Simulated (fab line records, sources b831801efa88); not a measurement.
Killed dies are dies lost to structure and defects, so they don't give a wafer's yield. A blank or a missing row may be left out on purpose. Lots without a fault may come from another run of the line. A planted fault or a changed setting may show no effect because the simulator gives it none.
Chamber matching | flow gf180mcu | GF_V2_CVD_02 on pecvd-04: 3 sister chambers
The step deposits SiO2 from TEOS, target thk 850 nm, time 94.851 s. 3 wafers are shown with their chamber, then 7 later ones without.

WAFERS WITH THEIR CHAMBER
wafer  | chamber | heater_power_w (W)
L292.6 | 2       | 832
L307.2 | 0       | 593
L307.3 | 1       | 528

WAFERS WITHOUT THEIR CHAMBER
wafer  | heater_power_w (W)
L307.6 | 658
L308.2 | 950
L308.5 | 566
L308.6 | 623
L309.4 | 878
L309.5 | 700
L309.6 | 582

WHICH CHAMBER EACH WENT THROUGH
wafer  | from the rows above          | in truth
L307.6 | can't be placed: 0 or 1 or 2 | 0
L308.2 | 2                            | 2
L308.5 | can't be placed: 0 or 1      | 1
L308.6 | can't be placed: 0 or 1      | 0
L309.4 | 2                            | 2
L309.5 | can't be placed: 0 or 2 or 1 | 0
L309.6 | can't be placed: 0 or 1      | 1
Placed correctly: 2 of 7. Can't be placed from these rows: 5 (the true chamber is among the candidates in 5). Placed wrongly: 0.
How it was worked out, from the rows above alone: a wafer's distance from a chamber is the root of the sum, over the readings, of the square of ((its reading less the chamber's mean) divided by the reading's scatter). The wafer belongs to the nearest chamber; if the next one is less than 2 further off, it can't be placed. A chamber's mean is the mean of its shown wafers. The scatter: with one shown wafer a chamber, the root of the mean of the squares of how far each hidden wafer lies from its nearest shown one.
